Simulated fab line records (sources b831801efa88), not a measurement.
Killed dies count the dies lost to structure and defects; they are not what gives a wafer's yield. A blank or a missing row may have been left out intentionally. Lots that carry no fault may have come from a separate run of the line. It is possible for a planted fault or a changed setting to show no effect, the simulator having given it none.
Which tool did it? || flow gf180mcu || Sampling: 12 lots, 36 wafers, 5 of 602 route steps

## WHAT EACH GAUGE READ, for each wafer
GF_V5_THK_MEAS_03. Usual: V5_CVD_02_THK typically reads 1445 nm, with standard deviation 19.
{"lot": "L595", "measured": "day 26 02:36", "on": "film metro-02", "V5_CVD_02_THK (nm)": "1424 1425 1451", "flag": ""}
{"lot": "L597", "measured": "day 27 02:21", "on": "film metro-02", "V5_CVD_02_THK (nm)": "1435 1429 1461", "flag": ""}
{"lot": "L596", "measured": "day 27 02:43", "on": "film metro-04", "V5_CVD_02_THK (nm)": "1414 1434 1457", "flag": ""}
{"lot": "L604", "measured": "day 29 04:35", "on": "film metro-04", "V5_CVD_02_THK (nm)": "1404 1422 1453", "flag": ""}
{"lot": "L607", "measured": "day 30 01:44", "on": "film metro-01", "V5_CVD_02_THK (nm)": "1425 1423 1447", "flag": ""}
{"lot": "L609", "measured": "day 30 14:36", "on": "film metro-01", "V5_CVD_02_THK (nm)": "1450 1454 1445", "flag": ""}
{"lot": "L612", "measured": "day 31 11:56", "on": "film metro-01", "V5_CVD_02_THK (nm)": "1444 1458 1481", "flag": ""}
{"lot": "L614", "measured": "day 32 03:50", "on": "film metro-01", "V5_CVD_02_THK (nm)": "1443 1410 1450", "flag": ""}
{"lot": "L615", "measured": "day 32 06:43", "on": "film metro-01", "V5_CVD_02_THK (nm)": "1446 1455 1488", "flag": ""}
{"lot": "L616", "measured": "day 32 08:28", "on": "film metro-01", "V5_CVD_02_THK (nm)": "1443 1446 1458", "flag": ""}
{"lot": "L617", "measured": "day 32 11:23", "on": "film metro-04", "V5_CVD_02_THK (nm)": "1444 1448 1436", "flag": ""}
{"lot": "L618", "measured": "day 32 20:10", "on": "film metro-02", "V5_CVD_02_THK (nm)": "1437 1445 1464", "flag": ""}

GF_V5_CD_MEAS_14: the cd target is 260 nm. Usual: cd nm at 260.1 nm, with a standard deviation of 1.2.
{"lot": "L595", "measured": "day 26 23:43", "on": "cd sem-02", "cd nm (nm)": "259.6 259.0 259.9", "flag": ""}
{"lot": "L597", "measured": "day 27 22:44", "on": "cd sem-02", "cd nm (nm)": "261.9 261.8 261.1", "flag": ""}
{"lot": "L596", "measured": "day 27 22:52", "on": "cd sem-02", "cd nm (nm)": "261.5 261.4 260.5", "flag": ""}
{"lot": "L604", "measured": "day 30 00:25", "on": "cd sem-01", "cd nm (nm)": "260.9 261.5 260.7", "flag": ""}
{"lot": "L607", "measured": "day 30 20:44", "on": "cd sem-02", "cd nm (nm)": "262.4 261.5 262.3", "flag": ""}
{"lot": "L609", "measured": "day 31 08:32", "on": "cd sem-01", "cd nm (nm)": "259.5 260.3 259.3", "flag": ""}
{"lot": "L612", "measured": "day 32 05:19", "on": "cd sem-02", "cd nm (nm)": "259.4 258.8 258.7", "flag": ""}
{"lot": "L614", "measured": "day 32 21:01", "on": "cd sem-02", "cd nm (nm)": "262.6 261.4 261.2", "flag": ""}
{"lot": "L615", "measured": "day 32 23:31", "on": "cd sem-02", "cd nm (nm)": "258.4 259.0 258.6", "flag": ""}
{"lot": "L616", "measured": "day 33 01:09", "on": "cd sem-02", "cd nm (nm)": "259.0 259.7 259.4", "flag": ""}
{"lot": "L617", "measured": "day 33 04:22", "on": "cd sem-02", "cd nm (nm)": "261.1 260.2 259.0", "flag": ""}
{"lot": "L618", "measured": "day 33 12:18", "on": "cd sem-01", "cd nm (nm)": "260.6 260.0 260.9", "flag": ""}

GF_PASSIVATION_THK_MEAS_01. Usual: PASSIVATION_CVD_00_THK typically reads 998 nm, with standard deviation 13.
{"lot": "L595", "measured": "day 27 22:43", "on": "film metro-01", "PASSIVATION_CVD_00_THK (nm)": "988 974 994", "flag": ""}
{"lot": "L597", "measured": "day 28 20:04", "on": "film metro-01", "PASSIVATION_CVD_00_THK (nm)": "984 984 1010", "flag": ""}
{"lot": "L596", "measured": "day 28 20:54", "on": "film metro-02", "PASSIVATION_CVD_00_THK (nm)": "971 991 1006", "flag": ""}
{"lot": "L604", "measured": "day 30 21:25", "on": "film metro-01", "PASSIVATION_CVD_00_THK (nm)": "984 1070 1003", "flag": ""}
{"lot": "L607", "measured": "day 31 17:06", "on": "film metro-01", "PASSIVATION_CVD_00_THK (nm)": "997 1007 1031", "flag": ""}
{"lot": "L609", "measured": "day 32 04:10", "on": "film metro-01", "PASSIVATION_CVD_00_THK (nm)": "1016 1029 1017", "flag": ""}
{"lot": "L612", "measured": "day 33 00:29", "on": "film metro-01", "PASSIVATION_CVD_00_THK (nm)": "1002 1016 1010", "flag": ""}
{"lot": "L614", "measured": "day 33 15:13", "on": "film metro-02", "PASSIVATION_CVD_00_THK (nm)": "990 989 1005", "flag": ""}
{"lot": "L615", "measured": "day 33 17:22", "on": "film metro-01", "PASSIVATION_CVD_00_THK (nm)": "994 983 1009", "flag": ""}
{"lot": "L616", "measured": "day 33 19:41", "on": "film metro-01", "PASSIVATION_CVD_00_THK (nm)": "997 1000 1016", "flag": ""}
{"lot": "L617", "measured": "day 33 22:10", "on": "film metro-02", "PASSIVATION_CVD_00_THK (nm)": "987 999 988", "flag": ""}
{"lot": "L618", "measured": "day 34 06:17", "on": "film metro-01", "PASSIVATION_CVD_00_THK (nm)": "979 1005 994", "flag": ""}

## TOOL THAT RAN EACH LOT (tool first, then ch and the chambers of the sampled wafers, then the start)
{"lot": "L595", "GF_V5_STRIP_18": "plasma asher-03 ch 0,1, day 27 00:01", "GF_PASSIVATION_CVD_00": "pecvd-01 ch 1,2, day 27 22:38"}
{"lot": "L597", "GF_V5_STRIP_18": "plasma asher-04 ch 0, day 27 23:01", "GF_PASSIVATION_CVD_00": "pecvd-02 ch 0,1,2, day 28 19:59"}
{"lot": "L596", "GF_V5_STRIP_18": "plasma asher-03 ch 0,1, day 27 23:10", "GF_PASSIVATION_CVD_00": "pecvd-02 ch 0,1,2, day 28 20:48"}
{"lot": "L604", "GF_V5_STRIP_18": "plasma asher-03 ch 0,1, day 30 00:43", "GF_PASSIVATION_CVD_00": "pecvd-02 ch 0,1, day 30 21:20"}
{"lot": "L607", "GF_V5_STRIP_18": "plasma asher-03 ch 0,1, day 30 21:02", "GF_PASSIVATION_CVD_00": "pecvd-04 ch 0,1,2, day 31 16:55"}
{"lot": "L609", "GF_V5_STRIP_18": "plasma asher-01 ch 0,1, day 31 08:49", "GF_PASSIVATION_CVD_00": "pecvd-01 ch 0,1,2, day 32 04:01"}
{"lot": "L612", "GF_V5_STRIP_18": "plasma asher-04 ch 0,1, day 32 05:37", "GF_PASSIVATION_CVD_00": "pecvd-01 ch 0,1, day 33 00:24"}
{"lot": "L614", "GF_V5_STRIP_18": "plasma asher-04 ch 0,1, day 32 21:20", "GF_PASSIVATION_CVD_00": "pecvd-04 ch 0,2, day 33 15:08"}
{"lot": "L615", "GF_V5_STRIP_18": "plasma asher-01 ch 0,1, day 32 23:49", "GF_PASSIVATION_CVD_00": "pecvd-01 ch 0,2, day 33 17:17"}
{"lot": "L616", "GF_V5_STRIP_18": "plasma asher-01 ch 0,1, day 33 01:28", "GF_PASSIVATION_CVD_00": "pecvd-04 ch 0,2, day 33 19:36"}
{"lot": "L617", "GF_V5_STRIP_18": "plasma asher-03 ch 0,1, day 33 04:40", "GF_PASSIVATION_CVD_00": "pecvd-04 ch 0,1,2, day 33 22:05"}
{"lot": "L618", "GF_V5_STRIP_18": "plasma asher-04 ch 0,1, day 33 12:36", "GF_PASSIVATION_CVD_00": "pecvd-01 ch 0,1, day 34 06:12"}
- GF_V5_STRIP_18: strips in O2/N2.
- GF_PASSIVATION_CVD_00: deposits SiO2 from TEOS, target thk 1000 nm, time 111.95 s.

## AS READ BY THE TOOLS THEMSELVES (means over the sampled wafers that have a number; for cases with no such wafer, the mark the record gives instead)
GF_V5_STRIP_18. Usual: drypump motor current A 5.3 A, standard deviation 0.53; heater power w 339 W, standard deviation 46; oes product au 0.568 a.u., standard deviation 0.0051.
{"lot": "L595", "tool": "plasma asher-03", "drypump motor current A (A)": 5.0, "heater power w (W)": 337, "oes product au (a.u.)": 0.566, "flag": ""}
{"lot": "L597", "tool": "plasma asher-04", "drypump motor current A (A)": 6.5, "heater power w (W)": 308, "oes product au (a.u.)": 0.565, "flag": ""}
{"lot": "L596", "tool": "plasma asher-03", "drypump motor current A (A)": 5.0, "heater power w (W)": 339, "oes product au (a.u.)": 0.569, "flag": ""}
{"lot": "L604", "tool": "plasma asher-03", "drypump motor current A (A)": 5.0, "heater power w (W)": 329, "oes product au (a.u.)": 0.564, "flag": ""}
{"lot": "L607", "tool": "plasma asher-03", "drypump motor current A (A)": 5.0, "heater power w (W)": 345, "oes product au (a.u.)": 0.571, "flag": ""}
{"lot": "L609", "tool": "plasma asher-01", "drypump motor current A (A)": 5.7, "heater power w (W)": 333, "oes product au (a.u.)": 0.572, "flag": ""}
{"lot": "L612", "tool": "plasma asher-04", "drypump motor current A (A)": 5.4, "heater power w (W)": 319, "oes product au (a.u.)": 0.571, "flag": ""}
{"lot": "L614", "tool": "plasma asher-04", "drypump motor current A (A)": 5.4, "heater power w (W)": 319, "oes product au (a.u.)": 0.564, "flag": ""}
{"lot": "L615", "tool": "plasma asher-01", "drypump motor current A (A)": 5.7, "heater power w (W)": 385, "oes product au (a.u.)": 0.571, "flag": ""}
{"lot": "L616", "tool": "plasma asher-01", "drypump motor current A (A)": 5.7, "heater power w (W)": 390, "oes product au (a.u.)": 0.565, "flag": ""}
{"lot": "L617", "tool": "plasma asher-03", "drypump motor current A (A)": 5.0, "heater power w (W)": 345, "oes product au (a.u.)": 0.566, "flag": ""}
{"lot": "L618", "tool": "plasma asher-04", "drypump motor current A (A)": 5.4, "heater power w (W)": 318, "oes product au (a.u.)": 0.572, "flag": ""}

GF_PASSIVATION_CVD_00. Usual: heater power w 629 W, standard deviation 130; rf fwd power W 596.4 W, standard deviation 2.1; run length s 139.7 s, standard deviation 0.41.
{"lot": "L595", "tool": "pecvd-01", "heater power w (W)": 610, "rf fwd power W (W)": 594.2, "run length s (s)": 140.1, "flag": ""}
{"lot": "L597", "tool": "pecvd-02", "heater power w (W)": 665, "rf fwd power W (W)": 594.7, "run length s (s)": 139.7, "flag": ""}
{"lot": "L596", "tool": "pecvd-02", "heater power w (W)": 624, "rf fwd power W (W)": 597.1, "run length s (s)": 139.9, "flag": ""}
{"lot": "L604", "tool": "pecvd-02", "heater power w (W)": 625, "rf fwd power W (W)": 597.2, "run length s (s)": 142.9, "flag": "OFF"}
{"lot": "L607", "tool": "pecvd-04", "heater power w (W)": 716, "rf fwd power W (W)": 597.2, "run length s (s)": 139.5, "flag": ""}
{"lot": "L609", "tool": "pecvd-01", "heater power w (W)": 520, "rf fwd power W (W)": 596.2, "run length s (s)": 139.6, "flag": ""}
{"lot": "L612", "tool": "pecvd-01", "heater power w (W)": 529, "rf fwd power W (W)": 594.9, "run length s (s)": 139.4, "flag": ""}
{"lot": "L614", "tool": "pecvd-04", "heater power w (W)": 805, "rf fwd power W (W)": 598.5, "run length s (s)": 139.5, "flag": ""}
{"lot": "L615", "tool": "pecvd-01", "heater power w (W)": 510, "rf fwd power W (W)": 594.2, "run length s (s)": 139.2, "flag": ""}
{"lot": "L616", "tool": "pecvd-04", "heater power w (W)": 755, "rf fwd power W (W)": 597.8, "run length s (s)": 139.6, "flag": ""}
{"lot": "L617", "tool": "pecvd-04", "heater power w (W)": 720, "rf fwd power W (W)": 598.0, "run length s (s)": 139.6, "flag": ""}
{"lot": "L618", "tool": "pecvd-01", "heater power w (W)": 556, "rf fwd power W (W)": 594.2, "run length s (s)": 139.6, "flag": ""}

## THE ANSWER, worked out from the rows above alone
Rule: a lot is off if the mean of its wafers that have a number lies more than 3 standard deviations from the usual mean. Also off: a lot with no number at a reading for which 4 or more lots have one. Any other lot the step has rows for is counted as sound. Order of review: gauges by route order, followed by the tools' own readings, for which a lot's mean as printed above is used. The first step at which some lot is off is used, and at that step the reading that is off furthest; a lot without a number counts as furthest.
Off, at GF_PASSIVATION_CVD_00 on run length s: L604.
If a tool, at that step or one of the process steps before it, ran each lot that is off and ran no sound lot following the first of them, it fits. One fits: pecvd-02 at GF_PASSIVATION_CVD_00. Its last sound lot is L596 (day 28 20:48), its first lot that is off L604 (day 30 21:20): a fault that began between those two fits.
On the lots that are off, the tool's own readings at GF_PASSIVATION_CVD_00 differ by more than 5 times the standard deviation of the sound lots' means, which bears it out; run length s reads 142.9 s there versus 139.6 s on the sound lots.

## WHAT THE SIMULATOR HAD INSERTED
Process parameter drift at GF_PASSIVATION_CVD_00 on pecvd-02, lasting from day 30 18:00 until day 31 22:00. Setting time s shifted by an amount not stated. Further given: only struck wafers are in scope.
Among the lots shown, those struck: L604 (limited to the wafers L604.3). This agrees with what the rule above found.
